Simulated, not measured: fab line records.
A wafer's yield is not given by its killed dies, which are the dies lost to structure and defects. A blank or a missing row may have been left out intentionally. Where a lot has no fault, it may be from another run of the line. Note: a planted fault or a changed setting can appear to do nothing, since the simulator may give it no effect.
Lot-split experiment    flow sky130    23 wafers read from 5 lots, route of 708 steps

## THE SPLIT ITSELF
At SKY_FIELD_ISO_OXIDATION_01 (stabilise 600 s, purge 300 s, target thk 12 nm), the setting temp_c was moved away from the recipe's 900 C on 20 of the 23 wafers read, by -2.0% to +2.7%. All remaining wafers had this setting at the recipe value.

There is no step in the file separating the split from the reading.

## THE READING
FIELD_ISO_OXIDATION_00_THK in nanometres, read at SKY_FIELD_ISO_THK_MEAS_02. A value of 11.93 nm with a standard deviation of 0.22 nm is what fault-free wafers of this fab line usually give.

wafer   tool, chamber at the split  temp_c as run, C  against the recipe  FIELD_ISO_OXIDATION_00_THK, nm  against lot-mates on the recipe
L074.1  -, -                        882.4             -2.0%               9.77                            no lot-mate on the recipe
L074.2  -, -                        882.4             -2.0%               9.74                            no lot-mate on the recipe
L074.3  -, -                        882.4             -2.0%               9.65                            no lot-mate on the recipe
L074.4  -, -                        882.4             -2.0%               9.77                            no lot-mate on the recipe
L074.5  -, -                        882.4             -2.0%               9.63                            no lot-mate on the recipe
L076.1  -, -                        907               +0.8%               12.96                           no lot-mate on the recipe
L076.2  -, -                        907               +0.8%               12.64                           no lot-mate on the recipe
L076.3  -, -                        907               +0.8%               12.56                           no lot-mate on the recipe
L076.5  -, -                        907               +0.8%               12.78                           no lot-mate on the recipe
L076.6  -, -                        907               +0.8%               13.02                           no lot-mate on the recipe
L081.1  -, -                        924.2             +2.7%               15.34                           no lot-mate on the recipe
L081.2  -, -                        924.2             +2.7%               15.51                           no lot-mate on the recipe
L081.3  -, -                        924.2             +2.7%               15.57                           no lot-mate on the recipe
L081.5  -, -                        924.2             +2.7%               15.31                           no lot-mate on the recipe
L081.6  -, -                        924.2             +2.7%               15.57                           no lot-mate on the recipe
L083.2  -, -                        892.3             -0.9%               11.05                           no lot-mate on the recipe
L083.3  -, -                        892.3             -0.9%               11.12                           no lot-mate on the recipe
L083.4  -, -                        892.3             -0.9%               10.98                           no lot-mate on the recipe
L083.5  -, -                        892.3             -0.9%               11.38                           no lot-mate on the recipe
L083.6  -, -                        892.3             -0.9%               11.11                           no lot-mate on the recipe
L084.1  furnace-02, 0               900               recipe              11.89                           -
L084.2  furnace-02, 0               900               recipe              12.00                           -
L084.5  furnace-02, 0               900               recipe              12.06                           -

FIT RESULTS
A straight line over all 23 wafers: FIELD_ISO_OXIDATION_00_THK changes by +1.22 nm for each +1% of temp_c; r = +1.00; the points scatter about the line by 0.19 nm.
Too few moved wafers with a lot-mate on the recipe to fit a line net of each lot's own level.

## THE WHOLE CHAIN: every reading that the file lists as answering this split, in the file's order
step                        what it does                                    reading                                                                                 change (the file's fit)               r (the file's)
SKY_FIELD_ISO_OXIDATION_01  stabilise 600 s, purge 300 s, target thk 12 nm  SiO2_of_FIELD_ISO_OXIDATION_01.thk_nm (the simulator's own value, which no gauge read)  +1.22 nm for each +1% of the setting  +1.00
SKY_FIELD_ISO_THK_MEAS_02                                                   FIELD_ISO_OXIDATION_00_THK                                                              +1.22 for each +1% of the setting     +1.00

## THE FILE'S OWN FIT
FIELD_ISO_OXIDATION_00_THK changes by +1.22 nm for each +1% of temp_c, r = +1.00.
